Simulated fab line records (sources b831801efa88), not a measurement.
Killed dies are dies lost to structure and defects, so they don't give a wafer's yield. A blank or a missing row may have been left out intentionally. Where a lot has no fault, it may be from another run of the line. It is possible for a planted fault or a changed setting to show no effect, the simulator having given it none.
Which tool was responsible? | flow sfq line | 14 lots with 42 wafers sampled at 3 steps, on a route of 325 steps

== WHAT THE GAUGES READ, wafer by wafer ==
The record holds no reading of a measuring or inspecting step that can be judged against a usual standard deviation.

== WHICH TOOL RAN EACH LOT (tool, then ch and the chambers of the sampled wafers, then the start) ==
lot  | SFQ_TRILAYER_I0_CMP_CMP_028   | SFQ_TRILAYER_I0_METRO_MEASURE_029 | SFQ_TRILAYER_I0_VIA_ETCH_VIA_ETCH_034
L851 | cmp-02 ch 2,3, day 7 10:53    | film metro-02, day 7 13:43        | rie diel-01 ch 0,1,2, day 9 21:13
L852 | cmp-02 ch 0,1,2, day 7 17:55  | film metro-01, day 7 21:02        | rie diel-04 ch 1,2,3, day 10 04:25
L853 | cmp-01 ch 0,3, day 7 23:24    | film metro-02, day 8 02:31        | rie diel-04 ch 0,1,2, day 10 09:16
L855 | cmp-01 ch 0,3, day 8 11:53    | film metro-03, day 8 15:37        | rie diel-03 ch 0,1,3, day 10 23:37
L859 | cmp-01 ch 0,2, day 9 12:50    | film metro-02, day 9 16:09        | rie diel-03 ch 1,3, day 11 23:10
L860 | cmp-01 ch 2,3, day 10 01:20   | film metro-01, day 10 04:21       | rie diel-03 ch 0,1,3, day 12 09:58
L861 | cmp-02 ch 0,1, day 10 04:57   | film metro-02, day 10 07:46       | rie diel-03 ch 0,1, day 12 14:46
L863 | cmp-02 ch 0,1,3, day 11 05:31 | film metro-01, day 11 08:20       | rie diel-03 ch 0,1,3, day 13 09:58
L864 | cmp-01 ch 0,1,2, day 11 10:47 | film metro-03, day 11 13:25       | rie diel-03 ch 0,2, day 13 16:11
L869 | cmp-01 ch 2,3, day 12 16:17   | film metro-03, day 12 19:49       | rie diel-01 ch 0,3, day 15 10:17
L870 | cmp-02 ch 0,2,3, day 12 21:31 | film metro-03, day 12 23:44       | rie diel-03 ch 1,2,3, day 15 13:56
L872 | cmp-01 ch 0,1,3, day 13 05:44 | film metro-01, day 13 08:04       | rie diel-03 ch 1,2, day 15 23:29
L873 | cmp-01 ch 0,3, day 13 13:44   | film metro-02, day 13 17:04       | rie diel-03 ch 2,3, day 16 09:05
L874 | cmp-01 ch 0,2, day 13 16:44   | film metro-03, day 13 19:52       | rie diel-04 ch 0,2, day 16 12:41
- SFQ_TRILAYER_I0_CMP_CMP_028: polishes SiO2.
- SFQ_TRILAYER_I0_METRO_MEASURE_029
- SFQ_TRILAYER_I0_VIA_ETCH_VIA_ETCH_034: etches SiO2 in CHF3, stops on Nb, target depth 260 nm.

== AS READ BY THE TOOLS THEMSELVES (means over the sampled wafers that have a number; for cases with no such wafer, the mark the record gives instead) ==
SFQ_TRILAYER_I0_CMP_CMP_028. Usual: edge zone pressure frac 1.000, standard deviation 0.0048; head pressure psi 3.000 psi, standard deviation 0.006; motor current A 10.3 A, standard deviation 1.1; slurry flow ml min 150.0, standard deviation 0.49; time to endpoint s 217 s, standard deviation 6.8.
lot  | tool   | edge zone pressure frac | head pressure psi (psi) | motor current A (A) | slurry flow ml min | time to endpoint s (s) | flag
L851 | cmp-02 | 1.000                   | 3.001                   | 10.7                | 150.4              | 209                    |
L852 | cmp-02 | 0.999                   | 2.997                   | 11.0                | 150.1              | 217                    |
L853 | cmp-01 | 0.998                   | 3.003                   | 11.6                | 149.9              | 227                    |
L855 | cmp-01 | 1.001                   | 2.998                   | 10.5                | 150.2              | 233                    |
L859 | cmp-01 | 1.003                   | 3.001                   | 10.8                | 150.0              | 223                    |
L860 | cmp-01 | 1.003                   | 3.002                   | 9.6                 | 149.5              | 222                    |
L861 | cmp-02 | 1.005                   | 3.000                   | 10.9                | 149.7              | 212                    |
L863 | cmp-02 | 1.000                   | 3.001                   | 10.5                | 149.4              | 210                    |
L864 | cmp-01 | 1.000                   | 2.998                   | 10.2                | 149.9              | 216                    |
L869 | cmp-01 | 1.004                   | 3.004                   | 9.7                 | 149.9              | 216                    |
L870 | cmp-02 | 1.004                   | 2.995                   | 11.0                | 149.8              | 215                    |
L872 | cmp-01 | -                       | -                       | -                   | -                  | -                      | OFF
L873 | cmp-01 | -                       | -                       | -                   | -                  | -                      | OFF
L874 | cmp-01 | 1.000                   | 3.005                   | 10.8                | 149.9              | 219                    |

SFQ_TRILAYER_I0_METRO_MEASURE_029. Usual: thk nm reads 200.0 nm (standard deviation 1.1).
lot  | tool          | thk nm (nm) | flag
L851 | film metro-02 | 199.0       |
L852 | film metro-01 | 199.6       |
L853 | film metro-02 | 201.0       |
L855 | film metro-03 | 202.2       |
L859 | film metro-02 | 201.2       |
L860 | film metro-01 | 200.2       |
L861 | film metro-02 | 201.2       |
L863 | film metro-01 | 199.2       |
L864 | film metro-03 | 199.3       |
L869 | film metro-03 | 199.5       |
L870 | film metro-03 | 199.0       |
L872 | film metro-01 | 500.9       | OFF
L873 | film metro-02 | 503.0       | OFF
L874 | film metro-03 | 199.2       |

SFQ_TRILAYER_I0_VIA_ETCH_VIA_ETCH_034. Usual: drypump motor current A 5.66 A, standard deviation 0.24; oes product au 0.854 a.u., standard deviation 0.0052.
lot  | tool        | drypump motor current A (A) | oes product au (a.u.) | flag
L851 | rie diel-01 | 5.65                        | 0.852                 |
L852 | rie diel-04 | 5.63                        | 0.853                 |
L853 | rie diel-04 | 5.59                        | 0.852                 |
L855 | rie diel-03 | 5.61                        | 0.856                 |
L859 | rie diel-03 | 5.67                        | 0.855                 |
L860 | rie diel-03 | 5.63                        | 0.862                 |
L861 | rie diel-03 | 5.51                        | 0.859                 |
L863 | rie diel-03 | 5.64                        | 0.857                 |
L864 | rie diel-03 | 5.66                        | 0.856                 |
L869 | rie diel-01 | 5.96                        | 0.852                 |
L870 | rie diel-03 | 5.72                        | 0.854                 |
L872 | rie diel-03 | 5.71                        | 1.605                 | OFF
L873 | rie diel-03 | 5.77                        | 1.622                 | OFF
L874 | rie diel-04 | 5.71                        | 0.847                 |

== THE ANSWER, worked out from the rows above alone ==
Rule: a lot counts as off when the mean over its wafers that have a number is more than 3 standard deviations away from the usual mean. A lot without any number at a reading at which 4 lots or more have one is off too. Where the step has rows for the other lots, those lots are counted as sound. The gauges are gone through in route order, then the tools' own readings, and for those a lot's mean is taken as printed above. At the first step where some lot is off, the reading lying furthest off is the one used; lots without a number count as furthest.
Off, at SFQ_TRILAYER_I0_CMP_CMP_028 on edge zone pressure frac: L872, L873. Without a number there: L872, L873.
If a tool, at that step or one of the process steps before it, ran each lot that is off and ran no sound lot following the first of them, it fits. None of those tried fits.

== WHAT THE SIMULATOR HAD INSERTED ==
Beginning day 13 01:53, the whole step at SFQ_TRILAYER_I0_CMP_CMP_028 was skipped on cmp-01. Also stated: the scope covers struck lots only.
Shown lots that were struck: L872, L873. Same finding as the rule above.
